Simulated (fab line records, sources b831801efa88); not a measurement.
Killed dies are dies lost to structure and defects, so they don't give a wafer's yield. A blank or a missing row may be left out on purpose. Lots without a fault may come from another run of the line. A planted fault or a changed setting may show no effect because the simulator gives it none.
A struck lot beside a sound one | flow sky130 | 19 steps out of a route of 708
Sound: wafers L975.1, L975.2, L975.5. Struck: wafers L982.2, L982.5, L982.6. The cause comes at the end.
At each step with rows: each side's tool, then ch and its chambers, then its first start. Under that, the readings that differ: sound wafers | struck wafers | difference of the means | sigmas: that difference in standard deviations of wafers without a fault.
alike: readings whose means differ by less than 2 such deviations, and words and numbers that are the same on both sides. not compared: withheld readings, readings that some wafer has no value for, bounds like >300 that may hide the same value, and numbers for which the record gives no deviation and whose values overlap.
The two part at a step that has a row with sigmas, a row that says differs or no value, or rows on one side only. Numbers that don't overlap but have no deviation are shown without sigmas and don't part them. A reading that every wafer of one side lacks parts them only if that side has two wafers or more.

first, 2 steps without rows for these wafers: SKY_METAL2_CLEAN_23 (cleans in O3/DIW); SKY_VIA2_HDPCVD_00 (deposits SiO2, target thk 1180 nm, time 196.7 s).
SKY_VIA2_THK_MEAS_01:
  sound on film_metro-02, day 37 09:43; struck on film_metro-03, day 40 02:51
  alike: VIA2_HDPCVD_THK
SKY_VIA2_CMP_02: polishes SiO2.
  sound on cmp-01 ch 1,2,3, day 37 09:47; struck on cmp-02 ch 1,2,3, day 40 03:08
  alike: motor_current_A
SKY_VIA2_BOW_MEAS_03:
  sound on film_metro-01, day 37 10:05; struck on film_metro-03, day 40 03:21
  alike: VIA2_BOW
then, 7 steps without rows for these wafers: SKY_VIA2_DEHYDRATE_04 (time 60 s); SKY_VIA2_HMDS_05 (prime time 60 s); SKY_VIA2_COAT_06 (resist thk 60 nm); SKY_VIA2_COAT_07 (resist thk 450 nm); SKY_VIA2_SOFTBAKE_08 (time 90 s); SKY_VIA2_EXPOSE_09 (exposes mask VIM2, target cd 200 nm); SKY_VIA2_PEB_10.
SKY_VIA2_DEVELOP_11: develop time 60 s.
  sound on litho_track-03 ch 0, day 38 10:00; struck on litho_track-03 ch 0, day 41 04:00
  alike: chill_plate_temp_C, developer_temp_C, resist_line_temp_C
SKY_VIA2_CD_MEAS_12: target cd 200 nm.
  sound on cd_sem-02, day 38 11:06; struck on cd_sem-02, day 41 04:10
  reading    | sound             | struck            | difference | sigmas
  cd_nm (nm) | 200.0 199.7 200.6 | 195.8 196.0 197.1 | -3.8       | -3
SKY_VIA2_OVL_MEAS_13:
  sound on overlay-01, day 38 11:13; struck on overlay-01, day 41 04:16
  alike: VIA2_OVL
SKY_VIA2_ETCH_14: etches BARC in N2/H2, stops on SiO2, time 45.9 s, target depth 60 nm.
  sound on rie_diel-03 ch 0,1, day 38 11:15; struck on rie_diel-04 ch 0,1,3, day 41 04:18
  reading               | sound             | struck            | difference | sigmas
  model.VIA2.cd_nm (nm) | 199.6 200.4 201.4 | 195.6 194.6 196.2 | -5.0       |
  alike: drypump_motor_current_A, oes_product_au, rf_fwd_power_W, throttle_valve_pct
  not compared: rf_hours_counter_h
SKY_VIA2_ETCH_15: etches SiO2 in C4F8/O2/Ar, stops on TiN, target depth 546 nm, time 84 s.
  sound on rie_diel-03 ch 0,1, day 38 11:18; struck on rie_diel-04 ch 0,1,3, day 41 04:21
  alike: oes_product_au, rf_fwd_power_W
  not compared: rf_hours_counter_h, model.VIA2.cd_nm
SKY_VIA2_STRIP_16: strips in O2/N2.
  sound on plasma_asher-02 ch 0,1, day 38 11:22; struck on plasma_asher-01 ch 0,1, day 41 04:25
  alike: drypump_motor_current_A, oes_product_au, strip_time_to_endpoint_s
  not compared: rf_hours_counter_h
-- the record jumps here: 8 days lie between the struck wafers' starts before and after (it left off in module VIA2 and takes up again in module PAD_OPEN, whose first step shown is number 708 of the route) --
SKY_PAD_OPEN_PROBE_99:
  the record has rows for the struck wafers here (prober-01, day 49 14:07) and none for the sound ones

WHERE THEY PART
First at SKY_VIA2_CD_MEAS_12; last, within this record, at SKY_PAD_OPEN_PROBE_99.

WHY: what the simulator had put in
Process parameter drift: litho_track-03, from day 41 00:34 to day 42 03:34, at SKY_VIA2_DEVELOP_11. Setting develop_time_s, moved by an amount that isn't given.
